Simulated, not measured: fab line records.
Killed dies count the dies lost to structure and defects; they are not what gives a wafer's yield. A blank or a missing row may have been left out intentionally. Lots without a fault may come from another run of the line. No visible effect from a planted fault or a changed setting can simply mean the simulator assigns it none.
Matching of chambers / flow gf180mcu / cmp-01 running GF_V3_CMP_26: 4 sister chambers
The step polishes, stops on SiO2, t overpolish 15 s, target thk 0 nm. 4 wafers are shown with their chamber, then 7 later ones without.

WAFERS PAIRED WITH THEIR CHAMBERS
wafer=L907.4; chamber=2; motor_current_A (A)=11.3
wafer=L909.2; chamber=3; motor_current_A (A)=10.5
wafer=L912.2; chamber=1; motor_current_A (A)=12.6
wafer=L912.5; chamber=0; motor_current_A (A)=11.1

WAFERS WITH NO CHAMBER GIVEN
wafer=L912.6; motor_current_A (A)=10.6
wafer=L915.1; motor_current_A (A)=11.7
wafer=L915.2; motor_current_A (A)=11.4
wafer=L915.5; motor_current_A (A)=13.2
wafer=L923.1; motor_current_A (A)=10.6
wafer=L923.2; motor_current_A (A)=12.8
wafer=L923.3; motor_current_A (A)=11.3

WHICH CHAMBER EACH WENT THROUGH
wafer=L912.6; from the rows above=can't be placed: 3 or 0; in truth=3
wafer=L915.1; from the rows above=can't be placed: 2 or 0 or 1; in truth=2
wafer=L915.2; from the rows above=can't be placed: 2 or 0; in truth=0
wafer=L915.5; from the rows above=1; in truth=1
wafer=L923.1; from the rows above=can't be placed: 3 or 0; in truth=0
wafer=L923.2; from the rows above=1; in truth=1
wafer=L923.3; from the rows above=can't be placed: 2 or 0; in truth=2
Correctly placed: 2 of 7. Not placeable from these rows: 5 (in 5, the candidates include the true chamber). Placed wrongly: 0.
How it was worked out, from the rows above alone: a wafer's distance from a chamber is the root of the sum, over the readings, of the square of ((its reading less the chamber's mean) divided by the reading's scatter). If the next closest chamber is less than 2 further off than the closest, the wafer can't be placed; otherwise it belongs to the closest. Each chamber's mean is taken over the wafers shown for it. The scatter (one wafer shown for each chamber): square how far every hidden wafer sits from the nearest shown wafer, average those squares and take the square root.
